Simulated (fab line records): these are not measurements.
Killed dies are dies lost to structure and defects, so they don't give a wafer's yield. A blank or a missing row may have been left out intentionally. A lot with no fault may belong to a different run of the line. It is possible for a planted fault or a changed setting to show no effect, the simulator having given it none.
A single fault, viewed from 2 desks -- flow sky130 -- every desk sees just its own numbers, and what lay behind them comes last

DESK OF THE TOOL OWNER: krf_scanner-02
The tool's own readings at SKY_LI_CONTACT_EXPOSE_09 (exposes mask LICM1, target cd 170 nm): means of the sampled wafers that have a number, for each lot that ran on this tool. Any lot whose mean is over 4 standard deviations away from the usual mean is out of limits and marked OUT; that distance is given in the brackets.
Columns: A = reticle_temp_C at SKY_LI_CONTACT_EXPOSE_09, usual 23.04 C
lot,first seen here,A
L548,day 28 12:13,23.01
L549,day 28 14:38,23.06
L557,day 31 20:28,22.96
L564,day 34 02:38,22.92
Finding of this desk: none of the 4 lots has anything out of limits.

FROM THE METROLOGY DESK
Means of the sampled wafers that have a number, per lot and without regard to the tool the lot ran on: this is what the gauges read. Any lot whose mean is over 4 standard deviations away from the usual mean is out of limits and marked OUT; that distance is given in the brackets.
Columns: A = cd_nm at SKY_SD_N_CD_MEAS_07, usual 379.2 nm; B = cd_nm at SKY_LI_CONTACT_CD_MEAS_12, usual 170.9 nm
lot,first seen here,A,B
L548,day 27 20:25,379.8,169.9
L549,day 27 22:28,378.0,170.6
L550,day 29 01:53,378.8,169.2
L553,day 29 15:10,376.5,172.6
L554,day 29 22:35,374.3,170.9
L555,day 30 12:23,379.0,170.3
L556,day 30 15:31,381.0,169.9
L557,day 31 04:40,382.3,169.8
L563,day 33 11:20,377.0,171.3
L564,day 33 11:39,377.4,165.2 (-4.4) OUT
L570,day 36 01:32,377.9,172.3
L571,day 36 01:59,379.3,170.3
This desk finds L564 out of limits, L564 being first, at day 34 15:29 (cd_nm at SKY_LI_CONTACT_CD_MEAS_12). In limits: L548, L549, L550, L553, L554, L555, L556, L557, L563, L570, L571.

BROUGHT TOGETHER
L564 would have let the metrology desk raise an alarm at day 34 15:29.
The tool owner's desk saw nothing out of limits.
On record at the tool owner's desk: L564, within its limits.
Of the lots named, all ran SKY_LI_CONTACT_EXPOSE_09 on krf_scanner-02.

WHAT THE SIMULATOR HAD INSERTED
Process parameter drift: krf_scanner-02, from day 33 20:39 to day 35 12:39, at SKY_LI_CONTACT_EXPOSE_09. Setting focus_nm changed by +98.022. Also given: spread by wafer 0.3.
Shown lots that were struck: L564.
Time in hours between the start of the fault and the first out-of-limits reading at each desk: metrology desk, 19.
